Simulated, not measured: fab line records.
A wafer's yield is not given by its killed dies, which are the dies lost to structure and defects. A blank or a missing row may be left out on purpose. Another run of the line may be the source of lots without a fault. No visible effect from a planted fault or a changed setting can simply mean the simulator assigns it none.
fab line records	flow sky130
record lots=6	wafers=18	last-day=50
route steps=708 shown CONTACT@433 METAL1@434 PAD_OPEN@708
lots that met no fault: taken from a fault-free run of the same line
start-h: hours from the record's opening day to when the first of the lot's shown wafers began	wait-h: hours since the lot's step before	" the same as in the row above	L1.1+2: one row covering several wafers at once	- either no value or no given start	* or withheld: withheld	< > ~ a bound
route shown NAME@n: names a module that has steps shown in the file, with the first one's number in the route	usual: average and standard deviation across the fault-free wafers	same: alike in all rows	chamber/n: place in a boat	sites: per-site readings	_std_site: the values' standard deviation	_edge_site: mean of outer sites minus mean of inner sites	radius-mm: how far each site lies from the wafer's centre	mask NAME#n: copy n	behind: the most recent tool/chamber to have shaped the wafer	hold: cause of the lot's hold/its duration in hours/its outcome	device: the n, p or np transistor that did not switch	end of line: the tests these same wafers got at the end of their route	a step with no rows: only its recipe	killed: dies that structure and defects cost at the first sort, which is not the same as the wafer's yield	map: a wafer's dies, x killed, . not, _ none there
set.NAME: the setting the step ran with; set.NAME@STEP: the setting that earlier step ran with	model.NAME: the simulator's own value behind a step, which no gauge read
lots at some steps of the route; a table a step, a row a wafer
services: when a tool's chamber went out of use (start-h, in hours from the record's first day, below 0 if earlier), for how many hours, and the reason
## steps
# step SKY_CONTACT_CMP_27
# recipe stop-on=SiO2	t-overpolish-s=15	down-force-psi=3.5	platen-rpm=60	target-thk-nm=0	pad-velocity-m-s=0.94248
# usual motor-current-A=10.4/0.95	overpolish-run-s=15.000/0.01	time-to-endpoint-s=81.5/2.6
lot.wafer	tool	chamber	start-h	wait-h	motor-current-A	overpolish-run-s	time-to-endpoint-s
L596.3	cmp-02	2	798.74	0.1	9.1	15.008	80.0
L596.4	"	3	"	"	11.0	15.006	80.8
L596.6	"	1	"	"	10.4	14.996	79.1
L599.3	cmp-01	3	812.78	0.2	11.1	14.993	79.7
L599.5	"	0	"	"	10.9	14.980	78.2
L599.6	"	1	"	"	9.4	15.005	84.3
L602.2	cmp-02	2	834.58	0.0	9.1	14.998	81.8
L602.3	"	3	"	"	11.1	15.001	77.7
L602.6	"	3	"	"	11.0	15.003	83.5
L610.2	cmp-01	0	890.06	0.1	11.7	15.000	80.7
L610.3	"	1	"	"	9.2	14.997	83.6
L610.6	"	3	"	"	11.2	14.998	82.0
L611.1	cmp-02	3	899.78	0.1	11.4	15.016	79.3
L611.5	"	3	"	"	11.3	15.014	81.8
L611.6	"	0	"	"	10.5	14.988	78.6
L612.2	cmp-02	3	901.01	0.1	10.8	15.005	79.2
L612.5	"	2	"	"	9.2	15.020	82.8
L612.6	"	3	"	"	11.2	15.000	81.1
# step SKY_METAL1_SPUTTER_00
# recipe material=Ti	target-thk-nm=15	power-w=3000	time-s=10	chamber-pressure-pa=0.4
# usual cathode-dc-power-W=2999.9/0.55	throttle-valve-pct=29.6/0.66
lot.wafer	tool	chamber	start-h	wait-h	cathode-dc-power-W	throttle-valve-pct
L596.3	pvd-sputter-03	-	798.99	0.2	3000.3	29.8
L596.4	"	-	"	"	3000.3	28.7
L596.6	"	-	"	"	3000.2	29.9
L599.3	pvd-sputter-04	-	812.93	0.1	2999.5	30.7
L599.5	"	-	"	"	2999.4	29.2
L599.6	"	-	"	"	2999.8	29.8
L602.2	pvd-sputter-04	-	834.88	0.2	2999.4	30.2
L602.3	"	-	"	"	2999.6	29.4
L602.6	"	-	"	"	2999.2	29.0
L610.2	pvd-sputter-04	-	890.31	0.2	2999.7	29.0
L610.3	"	-	"	"	2999.4	30.5
L610.6	"	-	"	"	2999.4	29.1
L611.1	pvd-sputter-04	-	900.08	0.2	3000.3	30.0
L611.5	"	-	"	"	2999.2	30.2
L611.6	"	-	"	"	2999.7	29.3
L612.2	pvd-sputter-03	-	901.26	0.2	3000.2	29.9
L612.5	"	-	"	"	2999.2	29.4
L612.6	"	-	"	"	3000.5	28.7
# step SKY_METAL1_SPUTTER_01
# recipe material=TiN	target-thk-nm=20	power-w=6500	time-s=16.7	chamber-pressure-pa=0.4
# usual cathode-dc-power-W=6500.0/1.1	throttle-valve-pct=29.6/0.67
lot.wafer	tool	chamber	start-h	wait-h	cathode-dc-power-W	throttle-valve-pct
L596.3	pvd-sputter-03	-	799.01	0.0	6499.4	29.7
L596.4	"	-	"	"	6499.6	28.7
L596.6	"	-	"	"	6500.6	29.9
L599.3	pvd-sputter-04	-	812.95	0.0	6499.9	30.6
L599.5	"	-	"	"	6497.6	29.0
L599.6	"	-	"	"	6498.7	30.3
L602.2	pvd-sputter-04	-	834.90	0.0	6499.4	29.7
L602.3	"	-	"	"	6500.2	29.4
L602.6	"	-	"	"	6499.9	29.6
L610.2	pvd-sputter-04	-	890.33	0.0	6501.4	29.0
L610.3	"	-	"	"	6499.5	30.6
L610.6	"	-	"	"	6499.7	29.1
L611.1	pvd-sputter-04	-	900.10	0.0	6499.5	30.1
L611.5	"	-	"	"	6498.8	30.5
L611.6	"	-	"	"	6500.9	29.0
L612.2	pvd-sputter-03	-	901.28	0.0	6502.1	29.9
L612.5	"	-	"	"	6500.6	29.5
L612.6	"	-	"	"	6499.5	29.0
# step SKY_METAL1_SPUTTER_02
# recipe material=AlCu	target-thk-nm=250	power-w=10600	time-s=13.3	chamber-pressure-pa=0.4
# usual cathode-dc-power-W=10600/2	throttle-valve-pct=29.6/0.63
lot.wafer	tool	chamber	start-h	wait-h	cathode-dc-power-W	throttle-valve-pct
L596.3	pvd-sputter-03	-	799.04	0.0	10601	29.7
L596.4	"	-	"	"	10598	28.8
L596.6	"	-	"	"	10603	29.6
L599.3	pvd-sputter-04	-	812.97	0.0	10600	30.5
L599.5	"	-	"	"	10602	29.5
L599.6	"	-	"	"	10598	30.2
L602.2	pvd-sputter-04	-	834.93	0.0	10600	30.2
L602.3	"	-	"	"	10598	29.2
L602.6	"	-	"	"	10599	29.5
L610.2	pvd-sputter-04	-	890.36	0.0	10601	29.2
L610.3	"	-	"	"	10604	30.5
L610.6	"	-	"	"	10600	29.0
L611.1	pvd-sputter-04	-	900.13	0.0	10600	30.0
L611.5	"	-	"	"	10601	30.5
L611.6	"	-	"	"	10602	29.2
L612.2	pvd-sputter-03	-	901.31	0.0	10599	30.1
L612.5	"	-	"	"	10601	29.1
L612.6	"	-	"	"	10600	28.8
# step SKY_METAL1_SPUTTER_03
# recipe material=Ti	target-thk-nm=5	power-w=3000	time-s=3.3	chamber-pressure-pa=0.4
# step SKY_METAL1_SPUTTER_04
# recipe material=TiN	target-thk-nm=70	power-w=6500	time-s=58.3	chamber-pressure-pa=0.4107
# step SKY_METAL1_RS_MEAS_05
# recipe thk-meas-gauge=four-point-probe	reads=TiN_of_METAL1_SPUTTER_04+Ti_of_METAL1_SPUTTER_03+AlCu_of_METAL1_SPUTTER_02+TiN_of_METAL1_SPUTTER_01+Ti_of_METAL1_SPUTTER_00
# usual METAL1_ALCU_RS=0.1268/0.0012
lot.wafer	tool	chamber	start-h	wait-h	METAL1_ALCU_RS[ohm/sq]
L596.3	film-metro-01	-	799.17	0.1	0.1279
L596.4	"	-	"	"	0.1286
L596.6	"	-	"	"	0.1284
L599.3	film-metro-01	-	813.11	0.1	0.1262
L599.5	"	-	"	"	0.1261
L599.6	"	-	"	"	0.1262
L602.2	film-metro-03	-	835.04	0.0	0.1263
L602.3	"	-	"	"	0.1257
L602.6	"	-	"	"	0.1251
L610.2	film-metro-03	-	890.47	0.0	0.1274
L610.3	"	-	"	"	0.1268
L610.6	"	-	"	"	0.1257
L611.1	film-metro-02	-	900.22	0.0	0.1275
L611.5	"	-	"	"	0.1274
L611.6	"	-	"	"	0.1271
L612.2	film-metro-02	-	901.42	0.0	0.1255
L612.5	"	-	"	"	0.1252
L612.6	"	-	"	"	0.1261
# step SKY_METAL1_THK_MEAS_06
# recipe thk-meas-gauge=xrf	reads=AlCu_of_METAL1_SPUTTER_02
# usual METAL1_ALCU_THK=251.1/2.6
lot.wafer	tool	chamber	start-h	wait-h	METAL1_ALCU_THK[nm]
L596.3	film-metro-01	-	799.27	0.1	249.2
L596.4	"	-	"	"	248.1
L596.6	"	-	"	"	249.6
L599.3	film-metro-01	-	813.21	0.1	253.6
L599.5	"	-	"	"	255.4
L599.6	"	-	"	"	254.7
L602.2	film-metro-03	-	835.15	0.1	249.8
L602.3	"	-	"	"	253.3
L602.6	"	-	"	"	254.6
L610.2	film-metro-03	-	890.58	0.1	248.5
L610.3	"	-	"	"	248.5
L610.6	"	-	"	"	251.0
L611.1	film-metro-02	-	900.34	0.1	248.3
L611.5	"	-	"	"	247.1
L611.6	"	-	"	"	247.5
L612.2	film-metro-02	-	901.53	0.1	251.7
L612.5	"	-	"	"	251.5
L612.6	"	-	"	"	251.4
# step SKY_METAL1_DEHYDRATE_07
# recipe temp-c=200	time-s=60
# step SKY_METAL1_HMDS_08
# recipe prime-time-s=60	prime-temp-c=120
# step SKY_METAL1_COAT_09
# recipe resist=BARC	temp-c=withheld	time-s=withheld	spin-rpm=3000	resist-thk-nm=60
# step SKY_METAL1_COAT_10
# recipe resist=KrF-thick	spin-rpm=3000	resist-thk-nm=450
# step SKY_METAL1_SOFTBAKE_11
# recipe temp-c=100	time-s=90	resist=KrF-thick
# usual heater-power-total-W=57.36/0.11	plate-temp-C=99.99/0.15
lot.wafer	tool	chamber	start-h	wait-h	heater-power-total-W	plate-temp-C	model.KrF-thick_of_METAL1_COAT_10.thk-nm
L596.3	litho-track-03	0	812	-	57.44	100.10	449.6
L596.4	"	0	"	"	57.44	100.07	448.8
L596.6	"	0	"	"	57.56	100.33	448.9
L599.3	litho-track-01	0	826	-	60.81	104.54	446.7
L599.5	"	0	"	"	61.18	104.37	447.7
L599.6	"	0	"	"	60.75	104.54	447.6
L602.2	litho-track-01	0	847	-	61.07	104.47	447.6
L602.3	"	0	848	-	60.72	104.49	447.1
L602.6	"	0	"	"	60.83	104.40	448
L610.2	litho-track-01	0	903	-	57.41	99.85	450.2
L610.3	"	0	"	"	57.32	99.81	450.6
L610.6	"	0	"	"	57.31	99.92	449.9
L611.1	litho-track-04	0	912	-	57.45	100.01	450.2
L611.5	"	0	"	"	57.27	99.93	448.1
L611.6	"	0	"	"	57.29	99.91	448.2
L612.2	litho-track-01	0	913	-	57.49	99.79	451
L612.5	"	0	"	"	57.44	99.95	452.5
L612.6	"	0	"	"	57.25	99.74	451
# step SKY_METAL1_EXPOSE_12
# recipe mask-id=MM1	na=0.8	source-shape=annular	sigma-inner=0.55	sigma-outer=0.85	target-cd-nm=140	dose-mj=28
# step SKY_METAL1_PEB_13
# recipe peb-temp-c=withheld	peb-time-s=withheld	resist=KrF-thick
# step SKY_METAL1_DEVELOP_14
# recipe develop-time-s=60	resist=KrF-thick	dev-temp-c=21
# step SKY_METAL1_CD_MEAS_15
# recipe target-cd-nm=140
# usual cd-nm=139.9/1.6
lot.wafer	tool	chamber	start-h	wait-h	cd-nm
L596.3	cd-sem-02	-	825.65	-	140.1
L596.4	"	-	"	"	140.6
L596.6	"	-	"	"	141.0
L599.3	cd-sem-01	-	839.30	-	136.0
L599.5	"	-	"	"	136.5
L599.6	"	-	"	"	135.9
L602.2	cd-sem-02	-	860.32	-	137.9
L602.3	"	-	"	"	137.5
L602.6	"	-	"	"	137.3
L610.2	cd-sem-02	-	915.92	-	140.5
L610.3	"	-	"	"	142.6
L610.6	"	-	"	"	143.6
L611.1	cd-sem-01	-	924.10	-	138.3
L611.5	"	-	"	"	138.6
L611.6	"	-	"	"	136.6
L612.2	cd-sem-01	-	925.83	-	138.4
L612.5	"	-	"	"	138.7
L612.6	"	-	"	"	139.2
# step SKY_METAL1_OVL_MEAS_16
# usual METAL1_OVL=-1/6
lot.wafer	tool	chamber	start-h	wait-h	METAL1_OVL[nm]
L596.3	overlay-02	-	825.74	0.1	-2
L596.4	"	-	"	"	5
L596.6	"	-	"	"	8
L599.3	overlay-01	-	839.39	0.1	5
L599.5	"	-	"	"	10
L599.6	"	-	"	"	8
L602.2	overlay-01	-	860.43	0.1	9
L602.3	"	-	"	"	10
L602.6	"	-	"	"	13
L610.2	overlay-01	-	916.03	0.1	-2
L610.3	"	-	"	"	-13
L610.6	"	-	"	"	-1
L611.1	overlay-01	-	924.22	0.1	-5
L611.5	"	-	"	"	-6
L611.6	"	-	"	"	-7
L612.2	overlay-01	-	925.94	0.1	-8
L612.5	"	-	"	"	-17
L612.6	"	-	"	"	-10
# step SKY_METAL1_DESCUM_17
# recipe chemistry=O2	source-power-w=150	bias-power-w=0	pressure-mtorr=10	temp-c=40	time-s=8
# usual drypump-motor-current-A=5.5/0.53	oes-product-au=1.000/0.0083
lot.wafer	tool	chamber	start-h	wait-h	drypump-motor-current-A	oes-product-au	rf-hours-counter-h	model.METAL1.cd-nm
L596.3	rie-metal-03	0	825.78	0.0	5.5	0.992	-	140.2
L596.4	"	1	"	"	6.5	1.000	-	140.3
L596.6	"	0	"	"	5.5	0.993	-	141.1
L599.3	rie-metal-03	1	839.43	0.0	6.5	0.999	-	135.8
L599.5	"	1	"	"	6.4	1.010	-	136.5
L599.6	"	0	"	"	5.5	1.002	-	136.1
L602.2	rie-metal-01	0	860.46	0.0	4.9	0.996	9.7	137.2
L602.3	"	0	"	"	4.9	0.994	-	137.2
L602.6	"	1	"	"	5.3	1.004	-	137.3
L610.2	rie-metal-01	0	916.06	0.0	4.9	1.007	11.9	140.5
L610.3	"	1	"	"	5.4	1.007	-	142.3
L610.6	"	0	"	"	4.9	1.009	-	143.4
L611.1	rie-metal-04	0	924.26	0.0	5.1	1.004	11.9	137.9
L611.5	"	1	"	"	5.7	0.989	-	138.3
L611.6	"	0	"	"	5.1	0.993	-	136.2
L612.2	rie-metal-01	0	925.97	0.0	4.9	0.997	12.5	138.6
L612.5	"	1	"	"	5.4	1.003	-	138.5
L612.6	"	0	"	"	4.9	0.995	-	138.9
# step SKY_METAL1_ETCH_18
# recipe chemistry=N2/H2	target=BARC	ion-energy-ev=200	bias-w=100	pressure-mtorr=30	n2-flow-sccm=100	h2-flow-sccm=200	icp-w=500	stop-on=SiO2	time-s=45.9	target-depth-a=600
# usual drypump-motor-current-A=5.5/0.54	oes-product-au=0.854/0.0047	throttle-valve-pct=13.225/0.0092
lot.wafer	tool	chamber	start-h	wait-h	drypump-motor-current-A	oes-product-au	rf-hours-counter-h	throttle-valve-pct	model.KrF-thick_of_METAL1_COAT_10.thk-nm	model.METAL1.cd-nm
L596.3	rie-metal-03	0	825.82	0.0	5.5	0.855	-	13.236	393.2	139.4
L596.4	"	1	"	"	6.5	0.854	-	13.219	391.4	139.7
L596.6	"	0	"	"	5.5	0.849	-	13.216	392.2	140.8
L599.3	rie-metal-03	1	839.47	0.0	6.5	0.857	-	13.212	389	135.5
L599.5	"	1	"	"	6.4	0.852	-	13.238	390.3	135.8
L599.6	"	0	"	"	5.5	0.851	-	13.233	391	136.4
L602.2	rie-metal-01	0	860.49	0.0	4.9	0.853	9.7	13.226	389.9	137.8
L602.3	"	0	"	"	4.9	0.858	-	13.224	389.2	137
L602.6	"	1	"	"	5.4	0.855	-	13.231	390	137.6
L610.2	rie-metal-01	0	916.09	0.0	4.9	0.856	11.9	13.224	392.1	140.3
L610.3	"	1	"	"	5.4	0.862	-	13.227	392.6	142
L610.6	"	0	"	"	4.9	0.850	-	13.227	391.9	143.2
L611.1	rie-metal-04	0	924.29	0.0	5.1	0.859	11.9	13.224	392.9	138.2
L611.5	"	1	"	"	5.7	0.850	-	13.218	391.4	138.3
L611.6	"	0	"	"	5.1	0.855	-	13.243	391.3	136.7
L612.2	rie-metal-01	0	926.00	0.0	4.9	0.853	12.5	13.226	393.1	138.4
L612.5	"	1	"	"	5.3	0.858	-	13.232	394.3	139.2
L612.6	"	0	"	"	4.9	0.850	-	13.225	392.8	139.2
# step SKY_METAL1_METAL_ETCH_19
# recipe target-depth-a=3600	stop-on=SiO2	over-etch-frac=0.3	time-s=78	chemistry=Cl2/BCl3	resist-sidewall-deg=88	pressure-mtorr=10	icp-w=900	bias-w=48.5	Cl2_flow_sccm=60	bcl3-flow-sccm=30
# usual bcl3-flow-sccm=29.99/0.093	drypump-motor-current-A=5.5/0.53	oes-product-au=0.855/0.0062	throttle-valve-pct=22.263/0.009
lot.wafer	tool	chamber	start-h	wait-h	bcl3-flow-sccm	drypump-motor-current-A	oes-product-au	rf-hours-counter-h	throttle-valve-pct
L596.3	rie-metal-03	0	825.89	0.1	30.09	5.5	0.845	-	22.275
L596.4	"	1	"	"	30.06	6.4	0.850	-	22.267
L596.6	"	0	"	"	30.06	5.5	0.852	-	22.260
L599.3	rie-metal-03	1	839.54	0.1	29.99	6.4	0.860	-	22.264
L599.5	"	1	"	"	29.98	6.4	0.862	-	22.266
L599.6	"	0	"	"	30.24	5.5	0.846	-	22.265
L602.2	rie-metal-01	0	860.55	0.0	29.83	4.9	0.861	9.8	22.258
L602.3	"	0	"	"	29.87	4.9	0.853	-	22.269
L602.6	"	1	"	"	30.01	5.3	0.855	-	22.263
L610.2	rie-metal-01	0	916.15	0.0	29.98	4.9	0.861	12.0	22.258
L610.3	"	1	"	"	29.93	5.4	0.856	-	22.265
L610.6	"	0	"	"	29.92	4.9	0.858	-	22.254
L611.1	rie-metal-04	0	924.35	0.0	29.82	5.1	0.859	11.9	22.262
L611.5	"	1	"	"	29.95	5.7	0.853	-	22.275
L611.6	"	0	"	"	30.01	5.1	0.858	-	22.256
L612.2	rie-metal-01	0	926.06	0.0	29.97	4.9	0.871	12.6	22.261
L612.5	"	1	"	"	30.03	5.4	0.857	-	22.268
L612.6	"	0	"	"	30.12	4.9	0.848	-	22.265
# step SKY_PAD_OPEN_PROBE_99
# usual defect-limited-yield=82.6/1.9	killed_at_M0_to_M3=43/6.9	killed_at_M4_up=3.2/2	killed-at-contacts=25/5.1	killed-at-front-end=15/4.5	killed-at-other=0.2/0.51	killed-dies=85/9.5	killed-open=48/6.9	killed-short=38/6.7	sort_bin_3_pad_short=0.8/0.4	sort_bin_5_function=10.2/1.6	sort_bin_6_memory=6.4/1.1	sort-n-pass=407/9.5	sort-yield-pct=82.6/1.9
# same gross-dies=492	killed-at-back-side=0	sort_bin_4_leakage[%]=0	sort_bin_8_speed[%]=0
lot.wafer	tool	chamber	start-h	wait-h	defect-limited-yield[%]	killed_at_M0_to_M3	killed_at_M4_up	killed-at-contacts	killed-at-front-end	killed-at-other	killed-dies	killed-open	killed-short	sort_bin_3_pad_short[%]	sort_bin_5_function[%]	sort_bin_6_memory[%]	sort-n-pass	sort-yield-pct[%]
L596.3	prober-01	-	1123.11	0.2	80.9	47	2	27	18	0	94	59	35	0.4	10.6	8.1	398	80.9
L596.4	prober-01	-	1123.16	0.2	82.9	46	3	24	11	0	84	48	36	0.8	11.2	5.1	408	82.9
L596.6	prober-01	-	1123.26	0.2	82.1	53	1	15	19	0	88	49	39	1.0	10.6	6.3	404	82.1
L599.3	prober-02	-	1132.32	0.2	83.5	49	2	21	9	0	81	40	41	1.0	9.1	6.3	411	83.5
L599.5	prober-02	-	1132.42	0.2	82.5	42	1	29	14	0	86	51	35	0.8	9.3	7.3	406	82.5
L599.6	prober-02	-	1132.47	0.2	80.9	45	3	29	16	1	94	49	45	1.4	11.2	6.5	398	80.9
L602.2	prober-01	-	1150.06	0.1	84.3	43	1	16	17	0	77	44	33	0.4	8.3	6.9	415	84.3
L602.3	prober-01	-	1150.11	0.2	81.9	37	6	32	14	0	89	53	36	0.6	12.8	4.7	403	81.9
L602.6	prober-01	-	1150.26	0.2	83.3	43	3	19	16	1	82	54	28	0.8	10.8	5.1	410	83.3
L610.2	prober-01	-	1187.33	0.1	81.1	45	2	29	17	0	93	54	39	0	11.8	7.1	399	81.1
L610.3	prober-01	-	1187.38	0.2	82.9	35	3	26	20	0	84	51	33	0.4	9.8	6.9	408	82.9
L610.6	prober-01	-	1187.53	0.2	82.3	48	3	28	8	0	87	46	41	0.8	10.8	6.1	405	82.3
L611.1	prober-02	-	1192.80	0.1	84.3	42	2	17	16	0	77	45	32	0.8	8.3	6.5	415	84.3
L611.5	prober-02	-	1193.00	0.2	81.5	42	0	28	20	1	91	52	39	1.2	11.8	5.5	401	81.5
L611.6	prober-02	-	1193.05	0.2	82.9	42	1	17	24	0	84	46	38	0.6	9.8	6.7	408	82.9
L612.2	prober-01	-	1194.63	0.1	83.5	43	4	24	9	1	81	53	28	1.0	8.5	6.9	411	83.5
L612.5	prober-01	-	1194.78	0.2	82.9	37	3	27	16	1	84	47	37	0.8	9.3	6.9	408	82.9
L612.6	prober-01	-	1194.83	0.2	80.5	46	2	26	22	0	96	48	48	1.2	13.6	4.7	396	80.5
# killed by level:class
L596.3 VIA1:geometric-particle:open=13 LI_CONTACT:geometric-particle:open=9 CONTACT:geometric-particle:open=9 POLY_GATE:geometric-particle:open=6 VIA2:geometric-particle:open=6 FIELD_ISO:geometric-particle:open=5 VIA3:geometric-particle:open=5 LOCAL_INTERCONNECT:geometric-particle:short=4
L596.4 VIA1:geometric-particle:open=10 VIA3:geometric-particle:open=9 CONTACT:geometric-particle:open=8 LI_CONTACT:geometric-particle:open=8 CONTACT:geometric-particle:short=7 METAL1:geometric-particle:short=6 VIA2:geometric-particle:open=6 VIA1:geometric-particle:short=4
L596.6 VIA3:geometric-particle:open=12 CONTACT:geometric-particle:open=9 METAL2:geometric-particle:short=9 VIA1:geometric-particle:open=8 FIELD_ISO:geometric-particle:short=7 METAL1:geometric-particle:short=6 VIA2:geometric-particle:open=6 FIELD_ISO:geometric-particle:open=4
L599.3 VIA1:geometric-particle:open=10 METAL1:geometric-particle:short=8 CONTACT:geometric-particle:open=8 VIA3:geometric-particle:open=8 VIA1:geometric-particle:short=6 METAL2:geometric-particle:short=6 LI_CONTACT:geometric-particle:open=4 LOCAL_INTERCONNECT:geometric-particle:short=4
L599.5 VIA1:geometric-particle:open=10 CONTACT:geometric-particle:open=10 LI_CONTACT:geometric-particle:open=7 CONTACT:geometric-particle:short=6 VIA1:geometric-particle:short=6 VIA2:geometric-particle:open=6 POLY_GATE:geometric-particle:open=5 VIA3:geometric-particle:open=5
L599.6 METAL2:geometric-particle:short=9 LI_CONTACT:geometric-particle:open=8 VIA1:geometric-particle:open=8 CONTACT:geometric-particle:open=7 FIELD_ISO:geometric-particle:open=6 LOCAL_INTERCONNECT:geometric-particle:short=6 VIA3:geometric-particle:open=6 CONTACT:geometric-particle:short=5
L602.2 VIA1:geometric-particle:open=12 VIA3:geometric-particle:open=7 VIA1:geometric-particle:short=7 CONTACT:geometric-particle:open=6 CONTACT:geometric-particle:short=5 SPACER:geometric-particle:open=4 FIELD_ISO:geometric-particle:open=3 METAL1:geometric-particle:short=3
L602.3 CONTACT:geometric-particle:open=11 VIA1:geometric-particle:open=10 LI_CONTACT:geometric-particle:open=8 CONTACT:geometric-particle:short=6 VIA2:geometric-particle:open=6 LOCAL_INTERCONNECT:geometric-particle:short=5 VIA3:geometric-particle:open=5 FIELD_ISO:geometric-particle:open=4
L602.6 VIA1:geometric-particle:open=12 VIA1:geometric-particle:short=8 VIA3:geometric-particle:open=8 CONTACT:geometric-particle:open=6 VIA2:geometric-particle:open=6 FIELD_ISO:geometric-particle:short=4 LI_CONTACT:geometric-particle:open=4 FIELD_ISO:geometric-particle:open=3
L610.2 LI_CONTACT:geometric-particle:open=10 VIA1:geometric-particle:open=9 VIA2:geometric-particle:open=8 METAL2:geometric-particle:short=7 VIA3:geometric-particle:open=7 CONTACT:geometric-particle:short=6 CONTACT:geometric-particle:open=6 POLY_GATE:geometric-particle:open=5
L610.3 CONTACT:geometric-particle:open=11 LI_CONTACT:geometric-particle:open=7 FIELD_ISO:geometric-particle:open=5 POLY_GATE:geometric-particle:short=5 METAL2:geometric-particle:open=5 VIA1:geometric-particle:open=5 VIA2:geometric-particle:short=5 VIA2:geometric-particle:open=5
L610.6 VIA3:geometric-particle:open=10 CONTACT:geometric-particle:open=9 VIA2:geometric-particle:open=9 METAL3:geometric-particle:short=7 CONTACT:geometric-particle:short=7 LI_CONTACT:geometric-particle:open=5 METAL1:geometric-particle:short=5 VIA1:geometric-particle:open=5
L611.1 VIA1:geometric-particle:open=12 VIA2:geometric-particle:open=6 LI_CONTACT:geometric-particle:open=6 CONTACT:geometric-particle:open=5 FIELD_ISO:geometric-particle:open=4 VIA2:geometric-particle:short=4 VIA3:geometric-particle:open=4 METAL2:geometric-particle:short=4
L611.5 LI_CONTACT:geometric-particle:open=8 CONTACT:geometric-particle:open=8 VIA3:geometric-particle:open=7 METAL1:geometric-particle:short=6 METAL2:geometric-particle:short=6 FIELD_ISO:geometric-particle:open=5 POLY_GATE:geometric-particle:short=5 VIA1:geometric-particle:short=5
L611.6 FIELD_ISO:geometric-particle:short=7 METAL2:geometric-particle:short=7 CONTACT:geometric-particle:open=7 VIA1:geometric-particle:open=7 VIA3:geometric-particle:open=6 FIELD_ISO:geometric-particle:open=5 POLY_GATE:geometric-particle:open=4 LI_CONTACT:geometric-particle:open=4
L612.2 CONTACT:geometric-particle:open=15 VIA1:geometric-particle:open=10 VIA3:geometric-particle:open=7 METAL1:geometric-particle:short=4 METAL1:geometric-particle:open=4 VIA1:geometric-particle:short=4 POLY_GATE:geometric-particle:open=3 LI_CONTACT:geometric-particle:open=3
L612.5 LI_CONTACT:geometric-particle:open=8 VIA1:geometric-particle:open=8 VIA3:geometric-particle:open=8 FIELD_ISO:geometric-particle:short=5 CONTACT:geometric-particle:open=5 LI_CONTACT:geometric-particle:short=5 FIELD_ISO:geometric-particle:open=4 METAL2:geometric-particle:short=4
L612.6 LI_CONTACT:geometric-particle:open=10 VIA2:geometric-particle:open=10 METAL1:geometric-particle:short=8 VIA1:geometric-particle:open=7 CONTACT:geometric-particle:short=7 METAL2:geometric-particle:short=7 FIELD_ISO:geometric-particle:short=6 FIELD_ISO:geometric-particle:open=5
## services
tool	chamber	start-h	hours	kind
cmp-02	-	779.88	1.1	repair
rie-metal-03	-	786.36	11.2	repair
pvd-sputter-04	0	787.66	-	consumable-replace:kit
pvd-sputter-04	0	787.66	18.0	scheduled-down
pvd-sputter-04	0	787.66	18.0	vent-cycle
rie-metal-04	0	801.66	11.3	repair
pvd-sputter-03	0	812.34	-	consumable-replace:kit
pvd-sputter-03	0	812.34	18.0	scheduled-down
pvd-sputter-03	0	812.34	18.0	vent-cycle
cmp-01	-	814.12	0.2	repair
pvd-sputter-03	-	822.34	6.6	repair
rie-metal-01	-	827.76	0.4	repair
cmp-02	-	839.24	5.7	repair
cmp-01	-	839.24	0.8	repair
cmp-01	-	848.31	5.1	repair
cmp-02	-	853.48	6.2	pm
cmp-01	-	910.76	5.2	pm
cmp-01	-	915.96	4.0	pm
rie-metal-03	-	916.14	14.6	pm
cmp-01	-	917.77	2.2	repair
cmp-01	-	919.96	-	consumable-replace:conditioner
cmp-01	-	919.96	-	consumable-replace:pad
## key
first-sign step=SKY_METAL1_SOFTBAKE_11	reading=heater-power-total-W	direction=up	sigmas=32	usual=*	struck=*
effect step=SKY_METAL1_SOFTBAKE_11	reading=plate-temp-C	direction=up	sigmas=29	usual=*	struck=*
effect step=SKY_METAL1_CD_MEAS_15	reading=cd-nm	direction=down	sigmas=1.9	usual=139.9	struck=136.8	through=control-loop
model-effect step=SKY_METAL1_SOFTBAKE_11	value=KrF-thick_of_METAL1_COAT_10.thk-nm	without=450.2	struck=447.4
model-effect step=SKY_METAL1_DESCUM_17	value=METAL1.cd-nm	without=139.1	struck=136.7
model-effect step=SKY_METAL1_ETCH_18	value=KrF-thick_of_METAL1_COAT_10.thk-nm	without=392.6	struck=389.9
met-at SKY_METAL1_SOFTBAKE_11
struck-wafers L599.3,L599.5,L599.6,L602.2,L602.3,L602.6
loop-trim step=SKY_METAL1_EXPOSE_12	setting=dose	lots=L602
fault kind=process-parameter-drift	tool=litho-track-01	chamber=-	onset-h=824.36	steps=SKY_METAL1_SOFTBAKE_11	channel=temp-c	offset=*	shape=step	end-h=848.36	acts-in=*	stated=*
# loop-trim: a control loop set the setting to another value than it would have without faults
